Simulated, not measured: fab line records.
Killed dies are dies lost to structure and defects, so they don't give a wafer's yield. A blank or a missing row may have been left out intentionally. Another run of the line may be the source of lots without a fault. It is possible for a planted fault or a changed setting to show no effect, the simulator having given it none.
Which tool is to blame? -- flow sky130 -- 13 lots with 39 wafers sampled at 3 steps, on a route of 708 steps

== WHAT THE GAUGES READ, wafer by wafer ==
SKY_LDD_HVP_OVL_MEAS_07. Usual: LDD_HVP_OVL typically reads 0.3 nm, with standard deviation 1.4.
lot,measured,on,LDD_HVP_OVL (nm),flag
L181,day 22 00:16,overlay-01,-0.7 -1.6 -1.9,
L182,day 22 03:30,overlay-01,-0.7 -1.9 -2.1,
L183,day 22 18:44,overlay-01,-0.2 0.3 -0.3,
L185,day 23 09:46,overlay-01,2.9 0.9 2.9,
L186,day 23 18:52,overlay-01,-1.2 -1.3 -1.3,
L188,day 24 07:31,overlay-01,-1.0 0.7 0.4,
L190,day 25 11:59,overlay-01,-1.2 -0.5 -1.0,
L196,day 27 20:37,overlay-01,1.3 -2.0 1.4,
L198,day 28 00:43,overlay-01,-1.0 -1.4 0.7,
L199,day 28 09:40,overlay-01,0.3 1.2 1.2,
L203,day 29 20:13,overlay-01,-2.6 -1.7 -1.1,
L201,day 29 20:31,overlay-02,0.3 2.0 0.5,
L202,day 29 21:38,overlay-01,-0.2 0.2 -1.1,

SKY_LDD_LDN_OVL_MEAS_07. Usual: LDD_LDN_OVL typically reads 0.3 nm, with standard deviation 1.3.
lot,measured,on,LDD_LDN_OVL (nm),flag
L181,day 23 06:28,overlay-01,0.2 -0.7 -0.2,
L182,day 23 09:19,overlay-01,0.0 -0.7 1.3,
L183,day 24 00:37,overlay-01,1.3 0.8 -1.2,
L185,day 24 15:49,overlay-02,2.4 1.6 1.7,
L186,day 25 00:31,overlay-01,-1.1 -2.1 -2.2,
L188,day 25 13:07,overlay-02,-0.1 -1.0 -0.1,
L190,day 26 17:08,overlay-01,-0.5 -0.9 -1.2,
L196,day 29 01:07,overlay-02,1.7 2.4 0.5,
L198,day 29 05:55,overlay-01,-0.3 -1.1 -1.6,
L199,day 29 14:01,overlay-01,-0.1 -0.1 1.1,
L203,day 30 23:28,overlay-01,0.0 -0.4 -0.7,
L201,day 30 23:55,overlay-02,-0.1 0.4 0.9,
L202,day 31 00:58,overlay-01,-2.8 -0.6 -0.3,

SKY_POLY_CUT_CD_MEAS_08: target cd 270 nm. Usual: cdNm 270.0 nm, standard deviation 1.2.
lot,measured,on,cdNm (nm),flag
L181,day 24 14:20,cdSem-02,269.9 270.8 269.3,
L182,day 24 17:06,cdSem-01,268.9 269.2 268.3,
L183,day 25 09:16,cdSem-02,269.3 269.7 270.1,
L185,day 25 23:50,cdSem-01,270.6 270.3 272.3,
L186,day 26 07:34,cdSem-01,271.0 270.6 269.8,
L188,day 26 20:28,cdSem-01,271.0 271.1 270.5,
L190,day 28 00:37,cdSem-01,270.9 268.7 272.1,
L196,day 30 09:40,cdSem-01,269.1 268.9 269.7,
L198,day 30 13:04,cdSem-01,269.4 268.9 269.3,
L199,day 30 20:40,cdSem-02,270.3 270.0 270.4,
L203,day 32 04:32,cdSem-02,268.7 269.1 269.4,
L201,day 32 06:07,cdSem-01,266.7 267.7 267.0,
L202,day 32 08:19,cdSem-02,268.2 269.9 268.8,

== WHICH TOOL RAN EACH LOT (tool, then ch and the chambers of the sampled wafers, then the start) ==
There is no process step in the record ahead of these readings.

== WHAT THE TOOLS THEMSELVES READ (means of the sampled wafers that have a number; where no wafer has one, the mark that the record gives instead) ==
The record holds no such reading with a usual standard deviation.

== THE ANSWER, worked out from the rows above alone ==
Rule: a lot is off if the mean of its wafers that have a number lies more than 3 standard deviations from the usual mean. A lot without any number at a reading at which 4 lots or more have one is off too. Any other lot the step has rows for is counted as sound. The gauges are gone through in route order, then the tools' own readings, and for those a lot's mean is taken as printed above. The first step at which some lot is off is used, and at that step the reading that is off furthest; a lot without a number counts as furthest.
Across all readings shown, no lot is off: no conclusion can be drawn from this.

== WHAT THE SIMULATOR PUT IN ==
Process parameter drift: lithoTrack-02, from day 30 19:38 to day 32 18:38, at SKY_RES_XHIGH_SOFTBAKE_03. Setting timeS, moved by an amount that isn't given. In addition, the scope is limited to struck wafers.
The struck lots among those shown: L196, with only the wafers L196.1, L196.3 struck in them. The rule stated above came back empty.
